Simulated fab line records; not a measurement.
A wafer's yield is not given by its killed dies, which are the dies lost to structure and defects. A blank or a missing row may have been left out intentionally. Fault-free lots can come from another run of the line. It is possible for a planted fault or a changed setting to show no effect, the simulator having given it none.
Code-filled problem report in 8D (eight disciplines) form    flow sky130    the parts of the form that need people (team, actions taken, sign-off) are left out

1. PROBLEM STATEMENT
At SKY_FIELD_ISO_WET_ETCH_18, run length s averages 336.1 s over 6 wafers from 2 lots, while fault-free wafers read 312.5 s, standard deviation 2.9. Measured from the usual mean, that is +8.2 standard deviations.
The step: etches Si3N4 in H3PO4, target depth 25 nm, time 286 s.
Seen first at day 3 09:14 on wet bench-01, wafer L858.1. The record has a number at this step for 39 wafers belonging to 13 lots. By rule, "out" or "out of limits" means more than 4 standard deviations away from the usual mean. All remaining wafers that have a number are taken as sound.

2. WHAT IT IS; WHAT IT IS NOT
question                     is                      is not
which readings at this step  run length s            -
which lots                   L858, L859              L853, L856, L861, L865, L866, L867, L868, L870, L871, L873, L874
which wafers of those lots   all that have a number  -
read on which tools          wet bench-01            wet bench-02, wet bench-03
when                         from day 3 09:14        up to then (6 sound wafers); but 27 sound wafers of L861, L865, L866, L867, L868, L870, L871, L873, L874 came after

3. THE SUSPECTS, EACH WITH WHAT RULES IT OUT
Counting: a tool stays on the suspect list if, at a process step up to the reading, it processed all lots that are out and no sound lot following the first of them.
- wet bench-01 at SKY_FIELD_ISO_WET_ETCH_18 (etches Si3N4 in H3PO4, target depth 25 nm, time 286 s): ruled out as a lasting fault. After its first lot that is out, L858 (day 3 09:14), sound lots L871 ran on it.
Left after counting: nothing in the record.

4. THE CAUSE (what the simulator had put in)
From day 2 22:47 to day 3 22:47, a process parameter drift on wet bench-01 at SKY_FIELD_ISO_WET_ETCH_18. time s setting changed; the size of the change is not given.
Counting ruled it out, wrongly.

5. THE EFFECT CHAIN, in route order
Each row: a reading whose mean over the struck wafers that have a number lies more than 3 standard deviations from the usual. Scope: only readings with a usual standard deviation given in the record; hours: median across lots of the time from each lot's start at the first step in this table that gives one to its start at this step; sigmas: change in usual standard deviations.
hours  step                       reading       usual    on struck wafers  change  sigmas
0      SKY_FIELD_ISO_WET_ETCH_18  run length s  312.5 s  336.1             +23.6   +8.2
Here are the process steps it includes:
- SKY_FIELD_ISO_WET_ETCH_18: etches Si3N4 in H3PO4, target depth 25 nm, time 286 s.
Later steps that measure or inspect, where all struck wafers having a row at the step show a number for every such reading and not one has moved that far: SKY_LDD_HVN_OVL_MEAS_07.

6. HOW IT WOULD HAVE BEEN CAUGHT EARLIER
In this record the first reading out of limits was taken at day 3 09:14, 10 hours after the fault began at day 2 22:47.
